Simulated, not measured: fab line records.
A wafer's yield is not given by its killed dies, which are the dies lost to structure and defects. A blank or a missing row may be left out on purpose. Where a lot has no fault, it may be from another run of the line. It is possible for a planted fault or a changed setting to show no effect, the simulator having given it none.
fab line records + flow sky130
record
- lots=10
- wafers=30
- last_day=50
route steps=708 shown CAP2M@616 METAL4@629 VIA4@640 PAD_OPEN@708
lots with no fault: from the same line, run without faults
start_h: the number of hours between the record's first day and the start of the first shown wafer of the lot + wait_h: hours elapsed since this lot's preceding step + " unchanged from the row above + L1.1+2: a single row standing in for several wafers + - no value, or no start given + * or withheld: withheld + < > ~ a bound
route shown NAME@n: NAME is a module with steps in the file, n the number in the route of the first one + usual: mean/standard deviation of fault-free wafers + same: alike in all rows + chamber/n: place in a boat + sites: per-site readings + _std_site: standard deviation of those values + _edge_site: mean of outer sites minus mean of inner sites + radius_mm: for every site, how far away it sits from the centre of the wafer + mask NAME#n: copy n + behind: the tool/chamber that last shaped the wafer + hold: why the lot was held/for how many hours/how that ended + device: the n, p or np transistor that did not switch + end of line: the tests these same wafers got at the end of their route + for a step that has no rows: nothing shown but its recipe + killed: not the wafer's yield, but the dies lost to structure and defects at the first sort + map: the dies of a wafer, with x for killed, . for not killed, _ for no die there
set.NAME: setting as actually run; set.NAME@STEP: the setting as run at that earlier step + model.NAME: the simulator's own value behind a step, which no gauge read
a sample of lots followed through the steps of the route, with each step as a table and each wafer as a row
services: a tool's chamber out of use, with start hour (start_h, from the record's first day; less than 0 if before it), hours out, and reason
## steps
# step SKY_CAP2M_METAL_ETCH_13
# recipe
- target_depth_nm=220
- stop_on=SiO2
- chemistry=Cl2/BCl3
- target=TiN
- pressure_mtorr=10
- icp_w=900
- bias_w=48.5
- Cl2_flow_sccm=60
- bcl3_flow_sccm=30
- time_s=62.9
# usual
- drypump_motor_current_A=5.5/0.72
- oes_product_au=0.941/0.0077
- throttle_valve_pct=21.901/0.011
| lot.wafer | tool         | chamber | start_h | wait_h | drypump_motor_current_A | oes_product_au | rf_hours_counter_h | throttle_valve_pct |
|-----------|--------------|---------|---------|--------|-------------------------|----------------|--------------------|--------------------|
| L376.2    | rie_metal-02 | 0       | 964.87  | 0.0    | 5.1                     | 0.939          | 19                 | 21.884             |
| L376.3    | "            | 1       | "       | "      | 5.2                     | 0.949          | -                  | 21.902             |
| L376.5    | "            | 0       | "       | "      | 5.1                     | 0.945          | -                  | 21.895             |
| L379.1    | rie_metal-03 | 0       | 973.89  | 0.0    | 5.0                     | 0.948          | 10                 | 21.901             |
| L379.4    | "            | 0       | "       | "      | 5.0                     | 0.931          | -                  | 21.918             |
| L379.5    | "            | 1       | "       | "      | 6.6                     | 0.933          | -                  | 21.901             |
| L383.3    | rie_metal-03 | 1       | 1001.52 | 0.0    | 6.6                     | 0.918          | -                  | 21.910             |
| L383.4    | "            | 0       | "       | "      | 5.0                     | 0.924          | -                  | 21.912             |
| L383.5    | "            | 1       | "       | "      | 6.7                     | 0.927          | -                  | 21.908             |
| L384.3    | rie_metal-02 | 1       | 1008.64 | 0.1    | 5.2                     | 0.933          | -                  | 21.920             |
| L384.5    | "            | 1       | "       | "      | 5.2                     | 0.945          | -                  | 21.897             |
| L384.6    | "            | 1       | "       | "      | 5.3                     | 0.946          | -                  | 21.886             |
| L385.1    | rie_metal-04 | 1       | 1018.27 | 0.0    | 4.7                     | 0.953          | 13                 | 21.919             |
| L385.2    | "            | 0       | "       | "      | 6.1                     | 0.951          | 18                 | 21.892             |
| L385.6    | "            | 0       | "       | "      | 6.1                     | 0.950          | -                  | 21.898             |
| L386.1    | rie_metal-03 | 1       | 1026.44 | 0.0    | 6.6                     | 0.947          | 15                 | 21.901             |
| L386.2    | "            | 0       | "       | "      | 5.0                     | 0.946          | 13                 | 21.901             |
| L386.4    | "            | 0       | "       | "      | 5.0                     | 0.953          | -                  | 21.892             |
| L387.1    | rie_metal-03 | 0       | 1037.71 | 0.0    | 5.0                     | 0.926          | 13                 | 21.919             |
| L387.2    | "            | 1       | "       | "      | 6.7                     | 0.940          | 16                 | 21.901             |
| L387.6    | "            | 0       | "       | "      | 5.0                     | 0.925          | -                  | 21.899             |
| L397.1    | rie_metal-02 | 1       | 1092.66 | 0.0    | 5.3                     | 0.935          | 9                  | 21.908             |
| L397.3    | "            | 1       | "       | "      | 5.3                     | 0.947          | -                  | 21.912             |
| L397.6    | "            | 1       | "       | "      | 5.3                     | 0.947          | -                  | 21.887             |
| L398.1    | rie_metal-04 | 0       | 1094.17 | 0.0    | 6.1                     | 0.935          | 24                 | 21.884             |
| L398.3    | "            | 0       | "       | "      | 6.1                     | 0.948          | -                  | 21.892             |
| L398.5    | "            | 1       | "       | "      | 4.7                     | 0.939          | -                  | 21.887             |
| L399.1    | rie_metal-04 | 0       | 1103.17 | 0.0    | 6.1                     | 0.932          | 24                 | 21.908             |
| L399.2    | "            | 1       | "       | "      | 4.7                     | 0.928          | 18                 | 21.908             |
| L399.6    | "            | 0       | "       | "      | 6.1                     | 0.933          | -                  | 21.897             |
# step SKY_METAL4_CD_MEAS_13
# recipe
- target_cd_nm=300
# usual
- cd_nm=300.0/1.5
| lot.wafer | tool      | chamber | start_h | wait_h | cd_nm |
|-----------|-----------|---------|---------|--------|-------|
| L376.2    | cd_sem-01 | -       | 989.44  | -      | 299.4 |
| L376.3    | "         | -       | "       | "      | 297.0 |
| L376.5    | "         | -       | "       | "      | 297.6 |
| L379.1    | cd_sem-01 | -       | 997.47  | -      | 299.8 |
| L379.4    | "         | -       | "       | "      | 299.2 |
| L379.5    | "         | -       | "       | "      | 300.1 |
| L383.3    | cd_sem-01 | -       | 1024.96 | -      | 299.4 |
| L383.4    | "         | -       | "       | "      | 299.6 |
| L383.5    | "         | -       | "       | "      | 299.5 |
| L384.3    | cd_sem-01 | -       | 1031.21 | -      | 301.0 |
| L384.5    | "         | -       | "       | "      | 300.5 |
| L384.6    | "         | -       | "       | "      | 300.1 |
| L385.1    | cd_sem-02 | -       | 1041.40 | -      | 299.3 |
| L385.2    | "         | -       | "       | "      | 299.6 |
| L385.6    | "         | -       | "       | "      | 298.9 |
| L386.1    | cd_sem-01 | -       | 1049.32 | -      | 304.3 |
| L386.2    | "         | -       | "       | "      | 303.8 |
| L386.4    | "         | -       | "       | "      | 302.1 |
| L387.1    | cd_sem-01 | -       | 1060.35 | -      | 300.7 |
| L387.2    | "         | -       | "       | "      | 300.8 |
| L387.6    | "         | -       | "       | "      | 298.5 |
| L397.1    | cd_sem-02 | -       | 1113.17 | -      | 300.6 |
| L397.3    | "         | -       | "       | "      | 300.9 |
| L397.6    | "         | -       | "       | "      | 299.8 |
| L398.1    | cd_sem-02 | -       | 1114.91 | -      | 301.3 |
| L398.3    | "         | -       | "       | "      | 302.6 |
| L398.5    | "         | -       | "       | "      | 300.8 |
| L399.1    | cd_sem-01 | -       | 1123.47 | -      | 302.7 |
| L399.2    | "         | -       | "       | "      | 301.3 |
| L399.6    | "         | -       | "       | "      | 300.9 |
# step SKY_VIA4_THK_MEAS_01
# recipe
- reads=SiO2_of_VIA4_HDPCVD_00
# usual
- VIA4_HDPCVD_THK=1685/17
| lot.wafer | tool          | chamber | start_h | wait_h | VIA4_HDPCVD_THK[nm] |
|-----------|---------------|---------|---------|--------|---------------------|
| L376.2    | film_metro-02 | -       | 990.69  | 0.1    | 1675                |
| L376.3    | "             | -       | "       | "      | 1721                |
| L376.5    | "             | -       | "       | "      | 1714                |
| L379.1    | film_metro-01 | -       | 998.75  | 0.1    | 1689                |
| L379.4    | "             | -       | "       | "      | 1710                |
| L379.5    | "             | -       | "       | "      | 1675                |
| L383.3    | film_metro-03 | -       | 1026.37 | 0.1    | 1680                |
| L383.4    | "             | -       | "       | "      | 1703                |
| L383.5    | "             | -       | "       | "      | 1696                |
| L384.3    | film_metro-03 | -       | 1032.44 | 0.1    | 1694                |
| L384.5    | "             | -       | "       | "      | 1663                |
| L384.6    | "             | -       | "       | "      | 1649                |
| L385.1    | film_metro-01 | -       | 1042.66 | 0.1    | 1652                |
| L385.2    | "             | -       | "       | "      | 1651                |
| L385.6    | "             | -       | "       | "      | 1686                |
| L386.1    | film_metro-01 | -       | 1050.62 | 0.1    | 1705                |
| L386.2    | "             | -       | "       | "      | 1699                |
| L386.4    | "             | -       | "       | "      | 1729                |
| L387.1    | film_metro-01 | -       | 1061.63 | 0.1    | 1673                |
| L387.2    | "             | -       | "       | "      | 1674                |
| L387.6    | "             | -       | "       | "      | 1687                |
| L397.1    | film_metro-02 | -       | 1114.47 | 0.1    | 1673                |
| L397.3    | "             | -       | "       | "      | 1695                |
| L397.6    | "             | -       | "       | "      | 1698                |
| L398.1    | film_metro-03 | -       | 1116.16 | 0.1    | 1672                |
| L398.3    | "             | -       | "       | "      | 1691                |
| L398.5    | "             | -       | "       | "      | 1673                |
| L399.1    | film_metro-02 | -       | 1124.72 | 0.1    | 1697                |
| L399.2    | "             | -       | "       | "      | 1688                |
| L399.6    | "             | -       | "       | "      | 1676                |
# step SKY_VIA4_CVD_18
# recipe
- material=W
- target_thk_nm=505
- time_s=152.14
- temp_c=396.1
- pressure_torr=40
# usual
- heater_power_w=826/71
| lot.wafer | tool     | chamber | start_h | wait_h | heater_power_w |
|-----------|----------|---------|---------|--------|----------------|
| L376.2    | cvd_w-01 | 0       | 1015.12 | 0.0    | 823            |
| L376.3    | "        | 1       | "       | "      | 875            |
| L376.5    | "        | 0       | "       | "      | 812            |
| L379.1    | cvd_w-02 | 0       | 1022.07 | 0.0    | 844            |
| L379.4    | "        | 1       | "       | "      | 717            |
| L379.5    | "        | 0       | "       | "      | 870            |
| L383.3    | cvd_w-01 | 1       | 1049.58 | 0.1    | 862            |
| L383.4    | "        | 0       | "       | "      | 831            |
| L383.5    | "        | 0       | "       | "      | 835            |
| L384.3    | cvd_w-02 | 0       | 1055.86 | 0.1    | 859            |
| L384.5    | "        | 0       | "       | "      | 869            |
| L384.6    | "        | 1       | "       | "      | 704            |
| L385.1    | cvd_w-01 | 0       | 1066.77 | 0.0    | 841            |
| L385.2    | "        | 1       | "       | "      | 884            |
| L385.6    | "        | 0       | "       | "      | 842            |
| L386.1    | cvd_w-02 | 1       | 1073.78 | 0.0    | 730            |
| L386.2    | "        | 0       | "       | "      | 888            |
| L386.4    | "        | 0       | "       | "      | 850            |
| L387.1    | cvd_w-02 | 1       | 1083.73 | 0.0    | 705            |
| L387.2    | "        | 0       | "       | "      | 863            |
| L387.6    | "        | 1       | "       | "      | 709            |
| L397.1    | cvd_w-01 | 1       | 1134.92 | 0.0    | 887            |
| L397.3    | "        | 0       | "       | "      | 841            |
| L397.6    | "        | 1       | "       | "      | 899            |
| L398.1    | cvd_w-01 | 1       | 1136.59 | 0.0    | 920            |
| L398.3    | "        | 1       | "       | "      | 901            |
| L398.5    | "        | 0       | "       | "      | 819            |
| L399.1    | cvd_w-02 | 1       | 1144.75 | 0.0    | 727            |
| L399.2    | "        | 0       | "       | "      | 880            |
| L399.6    | "        | 1       | "       | "      | 732            |
# step SKY_VIA4_RS_MEAS_19
# recipe
- thk_meas_gauge=four-point-probe
- reads=W_of_VIA4_CVD_18+TiN_of_VIA4_SPUTTER_17
# usual
- VIA4_W_RS=0.2452/0.0029
| lot.wafer | tool          | chamber | start_h | wait_h | VIA4_W_RS[ohm/sq] |
|-----------|---------------|---------|---------|--------|-------------------|
| L376.2    | film_metro-03 | -       | 1015.29 | 0.1    | 0.2464            |
| L376.3    | "             | -       | "       | "      | 0.2444            |
| L376.5    | "             | -       | "       | "      | 0.2460            |
| L379.1    | film_metro-01 | -       | 1022.22 | 0.1    | 0.2470            |
| L379.4    | "             | -       | "       | "      | 0.2415            |
| L379.5    | "             | -       | "       | "      | 0.2422            |
| L383.3    | film_metro-02 | -       | 1049.72 | 0.1    | 0.2479            |
| L383.4    | "             | -       | "       | "      | 0.2463            |
| L383.5    | "             | -       | "       | "      | 0.2474            |
| L384.3    | film_metro-03 | -       | 1056.00 | 0.1    | 0.2459            |
| L384.5    | "             | -       | "       | "      | 0.2478            |
| L384.6    | "             | -       | "       | "      | 0.2434            |
| L385.1    | film_metro-02 | -       | 1066.92 | 0.1    | 0.2539            |
| L385.2    | "             | -       | "       | "      | 0.2500            |
| L385.6    | "             | -       | "       | "      | 0.2546            |
| L386.1    | film_metro-01 | -       | 1073.93 | 0.1    | 0.2433            |
| L386.2    | "             | -       | "       | "      | 0.1732            |
| L386.4    | "             | -       | "       | "      | 0.1743            |
| L387.1    | film_metro-03 | -       | 1083.88 | 0.1    | 0.2425            |
| L387.2    | "             | -       | "       | "      | 0.1732            |
| L387.6    | "             | -       | "       | "      | 0.2436            |
| L397.1    | film_metro-01 | -       | 1135.07 | 0.1    | 0.2433            |
| L397.3    | "             | -       | "       | "      | 0.2433            |
| L397.6    | "             | -       | "       | "      | 0.2422            |
| L398.1    | film_metro-03 | -       | 1136.75 | 0.1    | 0.2434            |
| L398.3    | "             | -       | "       | "      | 0.2439            |
| L398.5    | "             | -       | "       | "      | 0.2487            |
| L399.1    | film_metro-02 | -       | 1144.90 | 0.1    | 0.2400            |
| L399.2    | "             | -       | "       | "      | 0.2439            |
| L399.6    | "             | -       | "       | "      | 0.2417            |
# step SKY_VIA4_THK_MEAS_20
# recipe
- thk_meas_gauge=xrf
- reads=W_of_VIA4_CVD_18
# usual
- VIA4_W_THK=468/6.4
| lot.wafer | tool          | chamber | start_h | wait_h | VIA4_W_THK[nm] |
|-----------|---------------|---------|---------|--------|----------------|
| L376.2    | film_metro-03 | -       | 1015.40 | 0.1    | 464            |
| L376.3    | "             | -       | "       | "      | 469            |
| L376.5    | "             | -       | "       | "      | 464            |
| L379.1    | film_metro-01 | -       | 1022.34 | 0.1    | 466            |
| L379.4    | "             | -       | "       | "      | 473            |
| L379.5    | "             | -       | "       | "      | 475            |
| L383.3    | film_metro-02 | -       | 1049.82 | 0.1    | 465            |
| L383.4    | "             | -       | "       | "      | 469            |
| L383.5    | "             | -       | "       | "      | 462            |
| L384.3    | film_metro-03 | -       | 1056.10 | 0.1    | 464            |
| L384.5    | "             | -       | "       | "      | 459            |
| L384.6    | "             | -       | "       | "      | 468            |
| L385.1    | film_metro-02 | -       | 1067.04 | 0.1    | 454            |
| L385.2    | "             | -       | "       | "      | 461            |
| L385.6    | "             | -       | "       | "      | 450            |
| L386.1    | film_metro-01 | -       | 1074.05 | 0.1    | 476            |
| L386.2    | "             | -       | "       | "      | 666            |
| L386.4    | "             | -       | "       | "      | 661            |
| L387.1    | film_metro-03 | -       | 1084.00 | 0.1    | 470            |
| L387.2    | "             | -       | "       | "      | 664            |
| L387.6    | "             | -       | "       | "      | 470            |
| L397.1    | film_metro-01 | -       | 1135.19 | 0.1    | 471            |
| L397.3    | "             | -       | "       | "      | 473            |
| L397.6    | "             | -       | "       | "      | 475            |
| L398.1    | film_metro-03 | -       | 1136.87 | 0.1    | 465            |
| L398.3    | "             | -       | "       | "      | 467            |
| L398.5    | "             | -       | "       | "      | 460            |
| L399.1    | film_metro-02 | -       | 1145.02 | 0.1    | 479            |
| L399.2    | "             | -       | "       | "      | 475            |
| L399.6    | "             | -       | "       | "      | 477            |
# step SKY_VIA4_CMP_21
# recipe
- stop_on=SiO2
- t_overpolish_s=25
- down_force_psi=3.5
- platen_rpm=60
- target_thk_nm=0
- pad_velocity_m_s=0.94248
# usual
- motor_current_A=10.7/1.1
- time_to_endpoint_s=112/3.7
| lot.wafer | tool   | chamber | start_h | wait_h | motor_current_A | time_to_endpoint_s |
|-----------|--------|---------|---------|--------|-----------------|--------------------|
| L376.2    | cmp-01 | 3       | 1015.45 | 0.0    | 12.4            | 112                |
| L376.3    | "      | 2       | "       | "      | 9.8             | 115                |
| L376.5    | "      | 0       | "       | "      | 9.4             | 108                |
| L379.4    | cmp-02 | 0       | 1022.40 | 0.0    | 9.7             | 112                |
| L379.1    | "      | 3       | "       | "      | 10.2            | 114                |
| L379.5    | "      | 1       | "       | "      | 10.4            | 112                |
| L383.4    | cmp-02 | 0       | 1049.91 | 0.1    | 9.5             | 112                |
| L383.3    | "      | 2       | "       | "      | 10.7            | 117                |
| L383.5    | "      | 0       | "       | "      | 9.1             | 108                |
| L384.3    | cmp-02 | 1       | 1056.14 | 0.0    | 10.0            | 105                |
| L384.5    | "      | 1       | "       | "      | 10.1            | 106                |
| L384.6    | "      | 2       | "       | "      | 11.2            | 114                |
| L385.1    | cmp-02 | 1       | 1067.15 | 0.1    | 10.4            | 105                |
| L385.2    | "      | 3       | "       | "      | 10.3            | 109                |
| L385.6    | "      | 1       | "       | "      | 10.6            | 104                |
| L386.1    | cmp-01 | 2       | 1074.11 | 0.1    | 10.0            | 109                |
| L386.2    | "      | 0       | "       | "      | 9.5             | 151                |
| L386.4    | "      | 1       | "       | "      | 12.2            | 154                |
| L387.2    | cmp-01 | 3       | 1084.27 | 0.2    | 12.2            | 156                |
| L387.1    | "      | 0       | "       | "      | 9.2             | 115                |
| L387.6    | "      | 1       | "       | "      | 11.7            | 114                |
| L397.1    | cmp-02 | 3       | 1135.25 | 0.1    | 10.8            | 112                |
| L397.3    | "      | 0       | "       | "      | 9.6             | 108                |
| L397.6    | "      | 3       | "       | "      | 10.5            | 115                |
| L398.3    | cmp-01 | 0       | 1136.93 | 0.0    | 10.0            | 106                |
| L398.1    | "      | 2       | "       | "      | 10.0            | 111                |
| L398.5    | "      | 0       | "       | "      | 9.5             | 109                |
| L399.1    | cmp-01 | 2       | 1145.13 | 0.1    | 9.9             | 120                |
| L399.2    | "      | 3       | "       | "      | 12.5            | 115                |
| L399.6    | "      | 2       | "       | "      | 10.4            | 117                |
# step SKY_PAD_OPEN_PROBE_99
# usual
- defect_limited_yield=82.3/2
- killed_at_M0_to_M3=43/7.1
- killed_at_M4_up=3/1.7
- killed_at_contacts=25/5.6
- killed_at_front_end=16/4.1
- killed_at_other=0.2/0.49
- killed_dies=87/9.8
- killed_open=47/7.6
- killed_short=40/6.1
- sort_bin_3_pad_short=0.9/0.44
- sort_bin_5_function=10.5/1.6
- sort_bin_6_memory=6.3/1
- sort_n_pass=405/9.8
- sort_yield_pct=82.3/2
# same
- gross_dies=492
- killed_at_back_side=0
- sort_bin_4_leakage[%]=0
- sort_bin_8_speed[%]=0
| lot.wafer | tool      | chamber | start_h | wait_h | defect_limited_yield[%] | killed_at_M0_to_M3 | killed_at_M4_up | killed_at_contacts | killed_at_front_end | killed_at_other | killed_dies | killed_open | killed_short | sort_bin_3_pad_short[%] | sort_bin_5_function[%] | sort_bin_6_memory[%] | sort_n_pass | sort_yield_pct[%] |
|-----------|-----------|---------|---------|--------|-------------------------|--------------------|-----------------|--------------------|---------------------|-----------------|-------------|-------------|--------------|-------------------------|------------------------|----------------------|-------------|-------------------|
| L384.3    | prober-01 | -       | 1121.24 | 0.2    | 80.9                    | 41                 | 4               | 22                 | 26                  | 1               | 94          | 44          | 50           | 1.0                     | 11.2                   | 6.9                  | 398         | 80.9              |
| L384.5    | prober-01 | -       | 1121.34 | 0.2    | 82.3                    | 43                 | 0               | 21                 | 23                  | 0               | 87          | 55          | 32           | 0.6                     | 11.6                   | 5.5                  | 405         | 82.3              |
| L384.6    | prober-01 | -       | 1121.39 | 0.2    | 82.9                    | 37                 | 3               | 31                 | 13                  | 0               | 84          | 48          | 36           | 1.2                     | 9.6                    | 6.3                  | 408         | 82.9              |
| L386.1    | prober-01 | -       | 1138.64 | 0.1    | 81.9                    | 48                 | 5               | 22                 | 14                  | 0               | 89          | 46          | 43           | 0.2                     | 10.0                   | 7.9                  | 403         | 81.9              |
| L386.2    | prober-01 | -       | 1138.69 | 0.1    | 82.5                    | 39                 | 2               | 25                 | 20                  | 0               | 86          | 54          | 32           | 0.8                     | 11.6                   | 5.1                  | 406         | 82.5              |
| L386.4    | prober-01 | -       | 1138.79 | 0.2    | 81.9                    | 48                 | 1               | 22                 | 17                  | 1               | 89          | 50          | 39           | 0.6                     | 10.6                   | 6.9                  | 403         | 81.9              |
| L387.1    | prober-02 | -       | 1146.68 | 0.1    | 81.3                    | 48                 | 3               | 30                 | 11                  | 0               | 92          | 51          | 41           | 2.0                     | 11.2                   | 5.5                  | 400         | 81.3              |
| L387.2    | prober-02 | -       | 1146.73 | 0.1    | 80.3                    | 52                 | 3               | 26                 | 16                  | 0               | 97          | 55          | 42           | 0.4                     | 11.4                   | 7.9                  | 395         | 80.3              |
| L387.6    | prober-02 | -       | 1146.93 | 0.2    | 81.7                    | 47                 | 0               | 30                 | 13                  | 0               | 90          | 55          | 35           | 1.0                     | 9.6                    | 7.7                  | 402         | 81.7              |
| L397.1    | prober-01 | -       | 1190.22 | 0.1    | 83.3                    | 39                 | 1               | 22                 | 20                  | 0               | 82          | 41          | 41           | 1.2                     | 9.3                    | 6.1                  | 410         | 83.3              |
| L397.3    | prober-01 | -       | 1190.32 | 0.2    | 82.1                    | 41                 | 5               | 26                 | 16                  | 0               | 88          | 45          | 43           | 0.6                     | 11.4                   | 5.9                  | 404         | 82.1              |
| L397.6    | prober-01 | -       | 1190.47 | 0.2    | 81.7                    | 41                 | 4               | 27                 | 18                  | 0               | 90          | 53          | 37           | 1.2                     | 9.8                    | 7.3                  | 402         | 81.7              |
| L398.1    | prober-02 | -       | 1191.99 | 0.1    | 82.7                    | 41                 | 3               | 25                 | 16                  | 0               | 85          | 55          | 30           | 0.6                     | 10.2                   | 6.5                  | 407         | 82.7              |
| L398.3    | prober-02 | -       | 1192.09 | 0.2    | 83.7                    | 41                 | 1               | 20                 | 18                  | 0               | 80          | 44          | 36           | 0.2                     | 10.6                   | 5.5                  | 412         | 83.7              |
| L398.5    | prober-02 | -       | 1192.19 | 0.2    | 82.7                    | 40                 | 1               | 29                 | 15                  | 0               | 85          | 49          | 36           | 0                       | 10.4                   | 6.9                  | 407         | 82.7              |
| L399.1    | prober-01 | -       | 1198.16 | 0.1    | 81.1                    | 44                 | 2               | 28                 | 19                  | 0               | 93          | 41          | 52           | 1.6                     | 11.4                   | 5.9                  | 399         | 81.1              |
| L399.2    | prober-01 | -       | 1198.21 | 0.1    | 80.9                    | 45                 | 1               | 29                 | 19                  | 0               | 94          | 50          | 44           | 0                       | 13.0                   | 6.1                  | 398         | 80.9              |
| L399.6    | prober-01 | -       | 1198.41 | 0.2    | 82.5                    | 40                 | 3               | 29                 | 14                  | 0               | 86          | 55          | 31           | 0.6                     | 10.6                   | 6.3                  | 406         | 82.5              |
# killed by level:class
L384.3 CONTACT:geometric_particle:open=7 VIA2:geometric_particle:open=7 POLY_GATE:geometric_particle:open=6 LI_CONTACT:geometric_particle:open=6 METAL1:geometric_particle:short=6 VIA3:geometric_particle:open=6 SPACER:geometric_particle:short=5 LOCAL_INTERCONNECT:geometric_particle:short=5
L384.5 VIA3:geometric_particle:open=9 CONTACT:geometric_particle:open=9 VIA1:geometric_particle:open=9 VIA2:geometric_particle:open=8 FIELD_ISO:geometric_particle:open=7 POLY_GATE:geometric_particle:short=7 METAL1:geometric_particle:short=6 LI_CONTACT:geometric_particle:open=5
L384.6 CONTACT:geometric_particle:open=12 LI_CONTACT:geometric_particle:open=9 VIA2:geometric_particle:open=8 LOCAL_INTERCONNECT:geometric_particle:short=7 METAL2:geometric_particle:short=6 VIA2:geometric_particle:short=5 VIA1:geometric_particle:short=5 VIA1:geometric_particle:open=4
L386.1 LI_CONTACT:geometric_particle:open=8 VIA3:geometric_particle:open=7 VIA2:geometric_particle:open=7 VIA1:geometric_particle:open=7 METAL1:geometric_particle:short=6 POLY_GATE:geometric_particle:open=5 CONTACT:geometric_particle:short=5 VIA2:geometric_particle:short=5
L386.2 VIA1:geometric_particle:open=9 LI_CONTACT:geometric_particle:open=9 CONTACT:geometric_particle:open=9 POLY_GATE:geometric_particle:short=7 FIELD_ISO:geometric_particle:open=6 METAL1:geometric_particle:short=6 METAL2:geometric_particle:open=6 VIA3:geometric_particle:open=6
L386.4 VIA1:geometric_particle:open=10 VIA3:geometric_particle:open=8 VIA2:geometric_particle:open=8 LI_CONTACT:geometric_particle:open=7 CONTACT:geometric_particle:open=7 METAL2:geometric_particle:short=7 POLY_GATE:geometric_particle:open=5 POLY_GATE:geometric_particle:short=5
L387.1 CONTACT:geometric_particle:open=14 VIA1:geometric_particle:open=8 METAL1:geometric_particle:short=7 LI_CONTACT:geometric_particle:open=6 METAL2:geometric_particle:short=6 VIA3:geometric_particle:open=6 CONTACT:geometric_particle:short=5 VIA2:geometric_particle:open=5
L387.2 VIA3:geometric_particle:open=12 CONTACT:geometric_particle:open=10 VIA1:geometric_particle:open=9 METAL2:geometric_particle:short=8 VIA2:geometric_particle:open=8 POLY_GATE:geometric_particle:short=7 POLY_GATE:geometric_particle:open=6 METAL1:geometric_particle:short=6
L387.6 CONTACT:geometric_particle:open=18 VIA1:geometric_particle:open=16 LI_CONTACT:geometric_particle:open=6 VIA1:geometric_particle:short=6 METAL2:geometric_particle:short=6 VIA3:geometric_particle:open=6 POLY_GATE:geometric_particle:short=4 CONTACT:geometric_particle:short=4
L397.1 METAL1:geometric_particle:short=10 CONTACT:geometric_particle:open=9 VIA1:geometric_particle:open=8 CONTACT:geometric_particle:short=6 SPACER:geometric_particle:short=5 VIA1:geometric_particle:short=5 VIA3:geometric_particle:open=5 FIELD_ISO:geometric_particle:open=4
L397.3 VIA1:geometric_particle:open=12 CONTACT:geometric_particle:open=10 VIA3:geometric_particle:short=8 LI_CONTACT:geometric_particle:open=7 CONTACT:geometric_particle:short=6 METAL1:geometric_particle:short=5 METAL4:geometric_particle:short=5 VIA3:geometric_particle:open=5
L397.6 VIA1:geometric_particle:open=17 CONTACT:geometric_particle:open=12 LOCAL_INTERCONNECT:geometric_particle:short=8 VIA2:geometric_particle:open=8 FIELD_ISO:geometric_particle:short=7 LI_CONTACT:geometric_particle:open=5 FIELD_ISO:geometric_particle:open=4 METAL3:geometric_particle:short=4
L398.1 CONTACT:geometric_particle:open=15 VIA1:geometric_particle:short=8 VIA1:geometric_particle:open=8 FIELD_ISO:geometric_particle:open=5 LI_CONTACT:geometric_particle:open=5 POLY_GATE:geometric_particle:open=4 VIA2:geometric_particle:short=4 METAL3:geometric_particle:open=4
L398.3 LI_CONTACT:geometric_particle:open=8 VIA1:geometric_particle:open=8 METAL2:geometric_particle:short=7 VIA3:geometric_particle:open=6 VIA2:geometric_particle:open=5 FIELD_ISO:geometric_particle:open=4 METAL1:geometric_particle:short=4 FIELD_ISO:geometric_particle:short=3
L398.5 VIA1:geometric_particle:open=12 CONTACT:geometric_particle:open=10 LI_CONTACT:geometric_particle:open=9 VIA2:geometric_particle:open=7 CONTACT:geometric_particle:short=5 VIA3:geometric_particle:short=4 POLY_GATE:geometric_particle:short=4 LOCAL_INTERCONNECT:geometric_particle:short=4
L399.1 CONTACT:geometric_particle:short=11 CONTACT:geometric_particle:open=8 VIA3:geometric_particle:open=7 VIA2:geometric_particle:open=7 FIELD_ISO:geometric_particle:short=6 VIA1:geometric_particle:short=6 VIA2:geometric_particle:short=5 VIA3:geometric_particle:short=5
L399.2 CONTACT:geometric_particle:open=12 VIA1:geometric_particle:open=11 VIA2:geometric_particle:short=7 FIELD_ISO:geometric_particle:short=6 CONTACT:geometric_particle:short=6 METAL2:geometric_particle:short=6 METAL1:geometric_particle:short=5 VIA3:geometric_particle:open=5
L399.6 LI_CONTACT:geometric_particle:open=14 VIA1:geometric_particle:open=8 VIA2:geometric_particle:open=8 VIA3:geometric_particle:open=7 CONTACT:geometric_particle:open=6 FIELD_ISO:geometric_particle:short=4 POLY_GATE:geometric_particle:short=4 METAL2:geometric_particle:short=4
## services
| tool         | chamber | start_h | hours | kind                           |
|--------------|---------|---------|-------|--------------------------------|
| rie_metal-02 | 1       | 941.78  | -     | clean                          |
| rie_metal-02 | 1       | 941.78  | 16.8  | scheduled_down                 |
| rie_metal-02 | 1       | 941.78  | 16.8  | vent_cycle                     |
| rie_metal-03 | 1       | 949.30  | 9.8   | repair                         |
| cmp-02       | -       | 954.67  | 0.9   | repair                         |
| cvd_w-02     | -       | 961.55  | 14.6  | pm                             |
| rie_metal-02 | 1       | 976.48  | 4.3   | repair                         |
| rie_metal-04 | -       | 986.44  | 0.7   | repair                         |
| cvd_w-02     | -       | 997.14  | 1.5   | repair                         |
| cmp-02       | -       | 1004.01 | 5.1   | pm                             |
| rie_metal-02 | 0       | 1007.92 | -     | clean                          |
| rie_metal-02 | 0       | 1007.92 | 18.0  | scheduled_down                 |
| rie_metal-02 | 0       | 1007.92 | 18.0  | vent_cycle                     |
| cmp-02       | -       | 1028.41 | 0.8   | repair                         |
| cmp-01       | -       | 1034.17 | 7.4   | repair                         |
| cvd_w-01     | -       | 1062.98 | 0.2   | repair                         |
| cmp-01       | -       | 1067.83 | 1.2   | repair                         |
| cvd_w-01     | -       | 1090.63 | 0.9   | repair                         |
| rie_metal-04 | -       | 1113.84 | 2.8   | pm                             |
| cmp-02       | -       | 1116.52 | 4.0   | pm                             |
| cmp-02       | -       | 1120.52 | -     | consumable_replace:conditioner |
| cmp-02       | -       | 1120.52 | -     | consumable_replace:pad         |
| cmp-01       | -       | 1120.98 | 1.0   | repair                         |
| rie_metal-04 | 0       | 1141.18 | -     | clean                          |
## key
first_sign
- step=SKY_VIA4_RS_MEAS_19
- reading=VIA4_W_RS
- direction=down
- sigmas=25
- usual=0.2452
- struck=0.1736
effect
- step=SKY_VIA4_THK_MEAS_20
- reading=VIA4_W_THK
- direction=up
- sigmas=30
- usual=468
- struck=664
effect
- step=SKY_VIA4_CMP_21
- reading=time_to_endpoint_s
- direction=up
- sigmas=11
- usual=*
- struck=*
met_at SKY_VIA4_CVD_18
struck_lots L386,L387
struck_wafers L386.2,L386.4,L387.2
not_acting_at SKY_CAP2M_METAL_ETCH_13,SKY_METAL4_CD_MEAS_13,SKY_VIA4_THK_MEAS_01
onset_between 1055.86 1073.78
fault
- kind=process_parameter_drift
- tool=cvd_w-02
- chamber=0
- onset_h=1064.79
- steps=SKY_VIA4_CVD_18
- channel=target_thk_nm
- offset=204.39
- shape=step
- end_h=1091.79
- acts_in=these_recipes_only
- stated=505
